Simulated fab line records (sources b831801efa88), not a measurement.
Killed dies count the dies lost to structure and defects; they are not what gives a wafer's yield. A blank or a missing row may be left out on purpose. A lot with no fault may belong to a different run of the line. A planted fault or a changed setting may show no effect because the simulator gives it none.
fab line records	flow gf180mcu	part 1 of 2: steps 1 to 32 of 43
record: lots: 5	wafers: 15	last_day: 33
route steps=602 shown NSD@236 PSD@248 SAB@264 SALICIDE@278
lots that met no fault: taken from a fault-free run of the same line
start_h: hours from the record's first day to the start of the lot's first wafer shown	wait_h: time in hours since the lot's previous step	" identical to the entry in the row above	L1.1+2: one row covering several wafers at once	- value missing, or start not given	* or withheld: withheld	< > ~ a bound
route shown NAME@n: a module of which the file shows steps, and the number in the route of the first	usual: the fault-free wafers' mean and standard deviation	same: alike in all rows	chamber/n: place in a boat	sites: each site's reading	_std_site: their standard deviation	_edge_site: outer sites' mean less inner sites'	radius_mm: how far each site lies from the wafer's centre	mask NAME#n: copy n	behind: the last tool/chamber to shape the wafer	hold: the reason the lot was held/the length of the hold in hours/how it ended	device: whichever transistor did not switch (one of n, p or np)	end of line: the same wafers' tests at the end of the route	a step without rows: its recipe alone	killed: at the first sort, the dies lost to defects and structure; wafer yield is something else	map: per-die view of a wafer (x killed, . not killed, _ where there is no die)
set.NAME: the setting as run; set.NAME@STEP: as run at that earlier step	model.NAME: the simulator's own value behind a step, which no gauge read
lots seen at some steps along the route; tables by step, rows by wafer
services: from which hour (start_h, from the record's first day; less than 0 if before it) a tool's chamber was out of use, for how many hours, and why
== steps ==
step: GF_NSD_HMDS_01
recipe: prime_time_s: 60	prime_temp_c: 120
lot.wafer	tool	chamber	start_h	wait_h
L078.3+5+6	litho_track-04	0	319.48	0.1
L083.2+5+6	litho_track-01	0	356.98	0.1
L085.1+5+6	litho_track-01	0	377.86	0.1
L086.4+5+6	litho_track-03	0	385.98	0.1
L091.1+2+4	litho_track-03	0	426.40	0.1
step: GF_NSD_COAT_02
recipe: resist: NOVOLAK	spin_rpm: 3000	resist_thk_nm: 1000
usual: dispense_pressure_kPa: 48.7/1.2
lot.wafer	tool	chamber	start_h	wait_h	dispense_pressure_kPa
L078.3	litho_track-04	0	319.63	0.1	50.6
L078.5	"	0	"	"	50.6
L078.6	"	0	"	"	50.6
L083.2	litho_track-01	0	357.13	0.1	48.5
L083.5	"	0	"	"	48.5
L083.6	"	0	"	"	48.6
L085.1	litho_track-01	0	378.01	0.1	48.6
L085.5	"	0	"	"	48.5
L085.6	"	0	"	"	48.5
L086.4	litho_track-03	0	386.13	0.1	47.7
L086.5	"	0	"	"	47.6
L086.6	"	0	"	"	47.7
L091.1	litho_track-03	0	426.55	0.1	47.7
L091.2	"	0	"	"	47.6
L091.4	"	0	"	"	47.7
step: GF_NSD_SOFTBAKE_03
recipe: temp_c: 90	time_s: 60	resist: NOVOLAK
lot.wafer	tool	chamber	start_h	wait_h
L078.3+5+6	litho_track-04	0	319.78	0.1
L083.2+5+6	litho_track-01	0	357.28	0.1
L085.1+5+6	litho_track-01	0	378.16	0.1
L086.4+5+6	litho_track-03	0	386.28	0.1
L091.1+2+4	litho_track-03	0	426.70	0.1
step: GF_NSD_EXPOSE_04
recipe: mask_id: Nplus	target_cd_nm: 400	na: 0.6	source_shape: conventional	sigma_outer: 0.6	dose_mj: 140
lot.wafer	tool	chamber	start_h	wait_h	mask
L078.3+5+6	iline_stepper-01	0	-	-	Nplus#0
L083.2+5+6	iline_stepper-02	0	-	-	Nplus#0
L085.1+5+6	iline_stepper-02	0	-	-	Nplus#0
L086.4+5+6	iline_stepper-01	0	-	-	Nplus#0
L091.1+2+4	iline_stepper-02	0	-	-	Nplus#0
step: GF_NSD_PEB_05
recipe: temp_c: withheld	time_s: *	resist: NOVOLAK
lot.wafer	tool	chamber	start_h	wait_h
L078.3+5+6	litho_track-04	0	-	-
L083.2+5+6	litho_track-04	0	-	-
L085.1+5+6	litho_track-01	0	-	-
L086.4+5+6	litho_track-03	0	-	-
L091.1+2+4	litho_track-03	0	-	-
step: GF_NSD_DEVELOP_06
recipe: develop_time_s: 60	dev_temp_c: 23
lot.wafer	tool	chamber	start_h	wait_h
L078.3+5+6	litho_track-04	0	330.33	0.1
L083.2+5+6	litho_track-04	0	368.00	0.1
L085.1+5+6	litho_track-01	0	388.91	0.1
L086.4+5+6	litho_track-03	0	397.68	0.1
L091.1+2+4	litho_track-03	0	438.00	0.1
step: GF_NSD_CD_MEAS_07
recipe: target_cd_nm: 400
usual: cd_nm: 400.0/2.2
lot.wafer	tool	chamber	start_h	wait_h	cd_nm
L078.3	cd_sem-01	-	330.47	0.1	401.0
L078.5	"	-	"	"	402.6
L078.6	"	-	"	"	402.8
L083.2	cd_sem-01	-	368.14	0.1	397.0
L083.5	"	-	"	"	398.5
L083.6	"	-	"	"	396.7
L085.1	cd_sem-02	-	389.06	0.1	402.1
L085.5	"	-	"	"	403.0
L085.6	"	-	"	"	402.5
L086.4	cd_sem-02	-	397.81	0.1	404.1
L086.5	"	-	"	"	402.4
L086.6	"	-	"	"	400.4
L091.1	cd_sem-01	-	438.15	0.1	402.7
L091.2	"	-	"	"	405.3
L091.4	"	-	"	"	403.5
step: GF_NSD_OVL_MEAS_08
usual: NSD_OVL: 1.1/1.1
lot.wafer	tool	chamber	start_h	wait_h	NSD_OVL[nm]
L078.3	overlay-02	-	330.56	0.1	0.0
L078.5	"	-	"	"	1.4
L078.6	"	-	"	"	0.2
L083.2	overlay-02	-	368.25	0.1	-0.3
L083.5	"	-	"	"	-1.1
L083.6	"	-	"	"	0.8
L085.1	overlay-01	-	389.18	0.1	-0.1
L085.5	"	-	"	"	-0.2
L085.6	"	-	"	"	0.8
L086.4	overlay-02	-	397.89	0.1	2.4
L086.5	"	-	"	"	3.3
L086.6	"	-	"	"	2.8
L091.1	overlay-01	-	438.27	0.1	1.1
L091.2	"	-	"	"	0.4
L091.4	"	-	"	"	1.7
step: GF_NSD_IMPLANT_09
recipe: species: As	energy_kev: 60	dose_cm2: 4e+15	tilt_deg: 7
usual: faraday_current_uA: 11994/440
lot.wafer	tool	chamber	start_h	wait_h	faraday_current_uA
L078.3	implanter-02	0	330.63	0.1	11561
L078.5	"	0	"	"	11334
L078.6	"	0	"	"	11278
L083.2	implanter-04	0	368.31	0.0	12314
L083.5	"	0	"	"	12602
L083.6	"	0	"	"	12423
L085.1	implanter-03	0	389.21	0.0	12358
L085.5	"	0	"	"	12243
L085.6	"	0	"	"	12213
L086.4	implanter-03	0	397.98	0.1	12609
L086.5	"	0	"	"	12426
L086.6	"	0	"	"	12121
L091.1	implanter-02	0	438.31	0.0	11503
L091.2	"	0	"	"	11706
L091.4	"	0	"	"	11148
step: GF_NSD_IMPLANT_10
recipe: species: P	energy_kev: 40	dose_cm2: 5e+14	tilt_deg: 7
usual: faraday_current_uA: 2784/55
lot.wafer	tool	chamber	start_h	wait_h	faraday_current_uA
L078.3	implanter-02	0	330.78	0.1	2782
L078.5	"	0	"	"	2878
L078.6	"	0	"	"	2796
L083.2	implanter-04	0	368.46	0.1	2720
L083.5	"	0	"	"	2747
L083.6	"	0	"	"	2734
L085.1	implanter-03	0	389.36	0.1	2754
L085.5	"	0	"	"	2755
L085.6	"	0	"	"	2799
L086.4	implanter-03	0	398.13	0.1	2756
L086.5	"	0	"	"	2655
L086.6	"	0	"	"	2815
L091.1	implanter-02	0	438.46	0.1	2759
L091.2	"	0	"	"	2843
L091.4	"	0	"	"	2804
step: GF_NSD_STRIP_11
recipe: chemistry: O2/N2	power_w: 1400	pressure_mtorr: 1500	platen_temp_c: 250	o2_flow_sccm: 3000	n2_flow_sccm: 300	overash_fraction: 0.5
usual: drypump_motor_current_A: 5.9/0.77	heater_power_w: 341/20	oes_product_au: 0.487/0.0046	strip_time_to_endpoint_s: 22.95/0.033
same: overash_fraction: 0.5
lot.wafer	tool	chamber	start_h	wait_h	drypump_motor_current_A	heater_power_w	oes_product_au	rf_hours_counter_h	strip_time_to_endpoint_s
L078.3	plasma_asher-04	1	330.91	0.1	4.7	363	0.470	-	22.92
L078.5	"	1	"	"	4.7	365	0.489	-	22.90
L078.6	"	0	"	"	6.7	326	0.486	-	22.93
L083.2	plasma_asher-04	0	368.58	0.1	6.7	331	0.487	22	22.92
L083.5	"	0	"	"	6.7	324	0.492	-	22.92
L083.6	"	1	"	"	4.7	356	0.495	-	22.93
L085.1	plasma_asher-04	0	389.51	0.1	6.7	327	0.490	25	22.99
L085.5	"	1	"	"	4.7	359	0.493	-	22.94
L085.6	"	0	"	"	6.7	331	0.484	-	22.91
L086.4	plasma_asher-02	0	398.24	0.1	5.6	318	0.488	-	22.97
L086.5	"	0	"	"	5.6	317	0.486	-	22.95
L086.6	"	1	"	"	6.2	351	0.490	-	22.99
L091.1	plasma_asher-03	0	438.61	0.1	6.6	360	0.482	75	22.99
L091.2	"	1	"	"	6.0	313	0.487	75	22.93
L091.4	"	0	"	"	6.7	373	0.494	-	22.99
step: GF_NSD_TW_MEAS_12
usual: NSD_TW: 4263/31
lot.wafer	tool	chamber	start_h	wait_h	NSD_TW
L078.3	film_metro-03	-	331.00	0.1	4279
L078.5	"	-	"	"	4242
L078.6	"	-	"	"	4294
L083.2	film_metro-03	-	368.69	0.1	4310
L083.5	"	-	"	"	4284
L083.6	"	-	"	"	4284
L085.1	film_metro-03	-	389.61	0.1	4328
L085.5	"	-	"	"	4302
L085.6	"	-	"	"	4315
L086.4	film_metro-02	-	398.34	0.1	4328
L086.5	"	-	"	"	4287
L086.6	"	-	"	"	4286
L091.1	film_metro-04	-	438.71	0.1	4212
L091.2	"	-	"	"	4250
L091.4	"	-	"	"	4250
step: GF_PSD_DEHYDRATE_00
recipe: temp_c: 200	time_s: 60
lot.wafer	tool	chamber	start_h	wait_h
L078.3+5+6	litho_track-04	0	341.48	10.5
L083.2+5+6	litho_track-03	0	380.03	11.3
L085.1+5+6	litho_track-02	0	400.84	11.2
L086.4+5+6	litho_track-03	0	409.18	10.8
L091.1+2+4	litho_track-03	0	450.25	11.5
step: GF_PSD_HMDS_01
recipe: prime_time_s: 60	prime_temp_c: 120
lot.wafer	tool	chamber	start_h	wait_h
L078.3+5+6	litho_track-04	0	341.63	0.1
L083.2+5+6	litho_track-03	0	380.18	0.1
L085.1+5+6	litho_track-02	0	400.99	0.1
L086.4+5+6	litho_track-03	0	409.33	0.1
L091.1+2+4	litho_track-03	0	450.40	0.1
step: GF_PSD_COAT_02
recipe: resist: NOVOLAK	spin_rpm: 3000	resist_thk_nm: 1000
usual: dispense_pressure_kPa: 48.7/1.5
lot.wafer	tool	chamber	start_h	wait_h	dispense_pressure_kPa
L078.3	litho_track-04	0	341.78	0.1	50.6
L078.5	"	0	"	"	50.6
L078.6	"	0	"	"	50.5
L083.2	litho_track-03	0	380.33	0.1	47.7
L083.5	"	0	"	"	47.7
L083.6	"	0	"	"	47.6
L085.1	litho_track-02	0	401.14	0.1	47.3
L085.5	"	0	"	"	47.3
L085.6	"	0	"	"	47.3
L086.4	litho_track-03	0	409.48	0.1	47.7
L086.5	"	0	"	"	47.7
L086.6	"	0	"	"	47.6
L091.1	litho_track-03	0	450.55	0.1	47.6
L091.2	"	0	"	"	47.7
L091.4	"	0	"	"	47.7
step: GF_PSD_SOFTBAKE_03
recipe: temp_c: 90	time_s: 60	resist: NOVOLAK
lot.wafer	tool	chamber	start_h	wait_h
L078.3+5+6	litho_track-04	0	341.93	0.1
L083.2+5+6	litho_track-03	0	380.48	0.1
L085.1+5+6	litho_track-02	0	401.29	0.1
L086.4+5+6	litho_track-03	0	409.63	0.1
L091.1+2+4	litho_track-03	0	450.70	0.1
step: GF_PSD_EXPOSE_04
recipe: mask_id: Pplus	target_cd_nm: 400	na: 0.6	source_shape: conventional	sigma_outer: 0.6	dose_mj: 140
lot.wafer	tool	chamber	start_h	wait_h	mask
L078.3+5+6	iline_stepper-02	0	-	-	Pplus#0
L083.2+5+6	iline_stepper-02	0	-	-	Pplus#0
L085.1+5+6	iline_stepper-01	0	-	-	Pplus#0
L086.4+5+6	iline_stepper-02	0	-	-	Pplus#0
L091.1+2+4	iline_stepper-02	0	-	-	Pplus#0
step: GF_PSD_PEB_05
recipe: temp_c: withheld	time_s: *	resist: NOVOLAK
lot.wafer	tool	chamber	start_h	wait_h
L078.3+5+6	litho_track-02	0	-	-
L083.2+5+6	litho_track-02	0	-	-
L085.1+5+6	litho_track-03	0	-	-
L086.4+5+6	litho_track-02	0	-	-
L091.1+2+4	litho_track-03	0	-	-
step: GF_PSD_DEVELOP_06
recipe: develop_time_s: 60	dev_temp_c: 23
lot.wafer	tool	chamber	start_h	wait_h
L078.3+5+6	litho_track-02	0	353.20	0.1
L083.2+5+6	litho_track-02	0	391.52	0.1
L085.1+5+6	litho_track-03	0	412.40	0.1
L086.4+5+6	litho_track-02	0	421.52	0.1
L091.1+2+4	litho_track-03	0	461.90	0.1
step: GF_PSD_CD_MEAS_07
recipe: target_cd_nm: 400
usual: cd_nm: 400.8/2.7
lot.wafer	tool	chamber	start_h	wait_h	cd_nm
L078.3	cd_sem-01	-	353.34	0.1	400.9
L078.5	"	-	"	"	399.1
L078.6	"	-	"	"	400.1
L083.2	cd_sem-02	-	391.67	0.1	400.0
L083.5	"	-	"	"	399.2
L083.6	"	-	"	"	398.1
L085.1	cd_sem-01	-	412.55	0.1	397.4
L085.5	"	-	"	"	398.0
L085.6	"	-	"	"	398.1
L086.4	cd_sem-01	-	421.65	0.1	402.6
L086.5	"	-	"	"	401.7
L086.6	"	-	"	"	403.6
L091.1	cd_sem-02	-	462.08	0.1	397.3
L091.2	"	-	"	"	399.8
L091.4	"	-	"	"	398.4
step: GF_PSD_OVL_MEAS_08
usual: PSD_OVL: 0.6/1.3
lot.wafer	tool	chamber	start_h	wait_h	PSD_OVL[nm]
L078.3	overlay-02	-	353.43	0.1	1.5
L078.5	"	-	"	"	2.4
L078.6	"	-	"	"	1.8
L083.2	overlay-01	-	391.77	0.1	1.6
L083.5	"	-	"	"	1.4
L083.6	"	-	"	"	0.0
L085.1	overlay-01	-	412.67	0.1	0.9
L085.5	"	-	"	"	0.9
L085.6	"	-	"	"	0.1
L086.4	overlay-01	-	421.73	0.1	0.0
L086.5	"	-	"	"	-0.5
L086.6	"	-	"	"	-0.1
L091.1	overlay-01	-	462.20	0.1	1.6
L091.2	"	-	"	"	2.0
L091.4	"	-	"	"	2.0
step: GF_PSD_IMPLANT_09
recipe: species: BF2	energy_kev: 40	dose_cm2: 1.5e+15	tilt_deg: 7.333
usual: faraday_current_uA: 8255/180
lot.wafer	tool	chamber	start_h	wait_h	faraday_current_uA
L078.3	implanter-03	0	353.50	0.1	8073
L078.5	"	0	"	"	8297
L078.6	"	0	"	"	8122
L083.2	implanter-02	0	391.83	0.0	8499
L083.5	"	0	"	"	8273
L083.6	"	0	"	"	8138
L085.1	implanter-02	0	412.71	0.0	8309
L085.5	"	0	"	"	8477
L085.6	"	0	"	"	8080
L086.4	implanter-03	0	421.83	0.1	8342
L086.5	"	0	"	"	8544
L086.6	"	0	"	"	8209
L091.1	implanter-02	0	462.23	0.0	8078
L091.2	"	0	"	"	8365
L091.4	"	0	"	"	8464
step: GF_PSD_STRIP_10
recipe: chemistry: O2/N2	power_w: 1400	pressure_mtorr: 1500	platen_temp_c: 250	o2_flow_sccm: 3000	n2_flow_sccm: 300	overash_fraction: 0.5
usual: drypump_motor_current_A: 6.1/0.38	heater_power_w: 328/24	oes_product_au: 0.592/0.0046	strip_time_to_endpoint_s: 16.509/0.029
same: overash_fraction: 0.5
lot.wafer	tool	chamber	start_h	wait_h	drypump_motor_current_A	heater_power_w	oes_product_au	rf_hours_counter_h	strip_time_to_endpoint_s
L078.3	plasma_asher-03	1	353.64	0.1	6.0	305	0.590	-	16.498
L078.5	"	1	"	"	6.0	306	0.587	-	16.492
L078.6	"	0	"	"	6.7	359	0.595	-	16.453
L083.2	plasma_asher-02	1	391.95	0.1	6.2	358	0.592	76	16.520
L083.5	"	1	"	"	6.2	359	0.589	-	16.512
L083.6	"	0	"	"	5.6	321	0.586	-	16.515
L085.1	plasma_asher-02	0	412.86	0.1	5.6	331	0.593	79	16.527
L085.5	"	1	"	"	6.2	349	0.587	-	16.540
L085.6	"	0	"	"	5.6	321	0.601	-	16.537
L086.4	plasma_asher-03	1	421.93	0.1	6.0	316	0.589	-	16.526
L086.5	"	0	"	"	6.7	356	0.593	-	16.547
L086.6	"	1	"	"	6.0	312	0.591	-	16.465
L091.1	plasma_asher-02	0	462.38	0.1	5.6	332	0.592	4	16.467
L091.2	"	1	"	"	6.2	344	0.598	4	16.481
L091.4	"	0	"	"	5.6	320	0.599	-	16.543
step: GF_PSD_TW_MEAS_11
usual: PSD_TW: 3197/19
lot.wafer	tool	chamber	start_h	wait_h	PSD_TW
L078.3	film_metro-03	-	353.72	0.1	3213
L078.5	"	-	"	"	3213
L078.6	"	-	"	"	3213
L083.2	film_metro-02	-	392.06	0.1	3209
L083.5	"	-	"	"	3210
L083.6	"	-	"	"	3218
L085.1	film_metro-03	-	412.96	0.1	3212
L085.5	"	-	"	"	3211
L085.6	"	-	"	"	3221
L086.4	film_metro-02	-	422.03	0.1	3222
L086.5	"	-	"	"	3207
L086.6	"	-	"	"	3194
L091.1	film_metro-04	-	462.48	0.1	3164
L091.2	"	-	"	"	3169
L091.4	"	-	"	"	3174
step: GF_PSD_CLEAN_12
recipe: chemistry: SC1/SC2	mix: 1:4:20	temp_c: 70	time_s: 150	dry: n2_spin
usual: bath_guard_temp_C: 70.0/0.66
lot.wafer	tool	chamber	start_h	wait_h	bath_guard_temp_C
L078.3	wet_bench-04	0	353.76	0.0	69.2
L078.5	"	0	"	"	69.5
L078.6	"	0	"	"	69.2
L083.2	wet_bench-04	0	392.11	0.0	69.8
L083.5	"	0	"	"	69.2
L083.6	"	0	"	"	69.7
L085.1	wet_bench-02	2	413.02	0.1	69.5
L085.5	"	2	"	"	69.3
L085.6	"	2	"	"	69.1
L086.4	wet_bench-04	3	422.06	0.0	70.9
L086.5	"	3	"	"	70.8
L086.6	"	3	"	"	71.0
L091.1	wet_bench-02	3	462.54	0.1	69.7
L091.2	"	3	"	"	69.5
L091.4	"	3	"	"	69.8
step: GF_PSD_RTA_13
recipe: temp_c: 1025	time_s: 20	ambient: N2
usual: lamp_power_pct: 37/5.1	wafer_temp_C_max: 1030.4/2.1
lot.wafer	tool	chamber	start_h	wait_h	lamp_power_pct	wafer_temp_C_max
L078.3	rtp_anneal-02	0	353.84	0.0	42	1033.0
L078.5	"	0	"	"	42	1031.2
L078.6	"	0	"	"	42	1033.9
L083.2	rtp_anneal-02	0	392.17	0.0	42	1029.9
L083.5	"	0	"	"	42	1030.5
L083.6	"	0	"	"	42	1032.9
L085.1	rtp_anneal-02	0	413.07	0.0	42	1033.6
L085.5	"	0	"	"	42	1030.4
L085.6	"	0	"	"	42	1032.8
L086.4	rtp_anneal-01	0	422.16	0.0	32	1028.9
L086.5	"	0	"	"	32	1028.5
L086.6	"	0	"	"	32	1028.5
L091.1	rtp_anneal-02	0	462.59	0.0	42	1030.2
L091.2	"	0	"	"	42	1032.5
L091.4	"	0	"	"	42	1032.4
step: GF_PSD_RS_MEAS_14
recipe: thk_meas_gauge: four-point-probe
usual: NSD_RS: 46.15/0.096
lot.wafer	tool	chamber	start_h	wait_h	NSD_RS[ohm/sq]
L078.3	film_metro-03	-	353.94	0.1	46.21
L078.5	"	-	"	"	46.27
L078.6	"	-	"	"	46.24
L083.2	film_metro-04	-	392.26	0.1	46.15
L083.5	"	-	"	"	46.17
L083.6	"	-	"	"	46.06
L085.1	film_metro-02	-	413.15	0.1	46.20
L085.5	"	-	"	"	46.19
L085.6	"	-	"	"	46.22
L086.4	film_metro-03	-	422.26	0.1	46.16
L086.5	"	-	"	"	46.16
L086.6	"	-	"	"	46.21
L091.1	film_metro-04	-	462.68	0.1	46.04
L091.2	"	-	"	"	46.16
L091.4	"	-	"	"	46.16
step: GF_PSD_RS_MEAS_15
recipe: thk_meas_gauge: four-point-probe
usual: PSD_RS: 108.62/0.3
lot.wafer	tool	chamber	start_h	wait_h	PSD_RS[ohm/sq]
L078.3	film_metro-03	-	354.06	0.1	108.65
L078.5	"	-	"	"	109.05
L078.6	"	-	"	"	109.27
L083.2	film_metro-04	-	392.38	0.1	108.44
L083.5	"	-	"	"	108.29
L083.6	"	-	"	"	108.52
L085.1	film_metro-02	-	413.27	0.1	108.76
L085.5	"	-	"	"	108.86
L085.6	"	-	"	"	108.49
L086.4	film_metro-03	-	422.38	0.1	108.54
L086.5	"	-	"	"	108.83
L086.6	"	-	"	"	108.96
L091.1	film_metro-04	-	462.80	0.1	108.38
L091.2	"	-	"	"	108.39
L091.4	"	-	"	"	108.83
step: GF_SAB_CVD_00
recipe: material: SiO2	target_thk_nm: 50	precursor: TEOS	temp_c: 400	time_s: 4.9302	rf_w: 600
usual: heater_power_w: 597/76
lot.wafer	tool	chamber	start_h	wait_h	heater_power_w
L078.3	pecvd-03	1	354.14	0.1	689
L078.5	"	2	"	"	535
L078.6	"	0	"	"	539
L083.2	pecvd-04	2	392.48	0.1	576
L083.5	"	0	"	"	596
L083.6	"	2	"	"	591
L085.1	pecvd-04	0	413.39	0.1	692
L085.5	"	1	"	"	563
L085.6	"	2	"	"	558
L086.4	pecvd-03	2	422.45	0.0	560
L086.5	"	0	"	"	568
L086.6	"	1	"	"	681
L091.1	pecvd-04	2	462.92	0.1	499
L091.2	"	0	"	"	591
L091.4	"	2	"	"	488
step: GF_SAB_THK_MEAS_01
recipe: reads: SiO2_of_SAB_CVD_00
usual: SAB_CVD_00_THK: 49.8/0.68
lot.wafer	tool	chamber	start_h	wait_h	SAB_CVD_00_THK[nm]
L078.3	film_metro-01	-	354.17	0.0	50.2
L078.5	"	-	"	"	50.2
L078.6	"	-	"	"	50.6
L083.2	film_metro-01	-	392.51	0.0	50.0
L083.5	"	-	"	"	50.0
L083.6	"	-	"	"	50.1
L085.1	film_metro-04	-	413.41	0.0	49.3
L085.5	"	-	"	"	50.2
L085.6	"	-	"	"	50.2
L086.4	film_metro-02	-	422.49	0.0	50.1
L086.5	"	-	"	"	50.5
L086.6	"	-	"	"	50.7
L091.1	film_metro-02	-	462.93	0.0	49.7
L091.2	"	-	"	"	49.0
L091.4	"	-	"	"	50.1
step: GF_SAB_DEHYDRATE_02
recipe: temp_c: 200	time_s: 60
lot.wafer	tool	chamber	start_h	wait_h
L078.3+5+6	litho_track-02	0	364.65	10.5
L083.2+5+6	litho_track-01	0	404.38	11.9
L085.1+5+6	litho_track-03	0	425.00	11.6
L086.4+5+6	litho_track-02	0	433.97	11.5
L091.1+2+4	litho_track-02	0	473.99	11.0
step: GF_SAB_HMDS_03
recipe: prime_time_s: 60	prime_temp_c: 120
lot.wafer	tool	chamber	start_h	wait_h
L078.3+5+6	litho_track-02	0	364.80	0.1
L083.2+5+6	litho_track-01	0	404.53	0.1
L085.1+5+6	litho_track-03	0	425.15	0.1
L086.4+5+6	litho_track-02	0	434.12	0.1
L091.1+2+4	litho_track-02	0	474.14	0.1
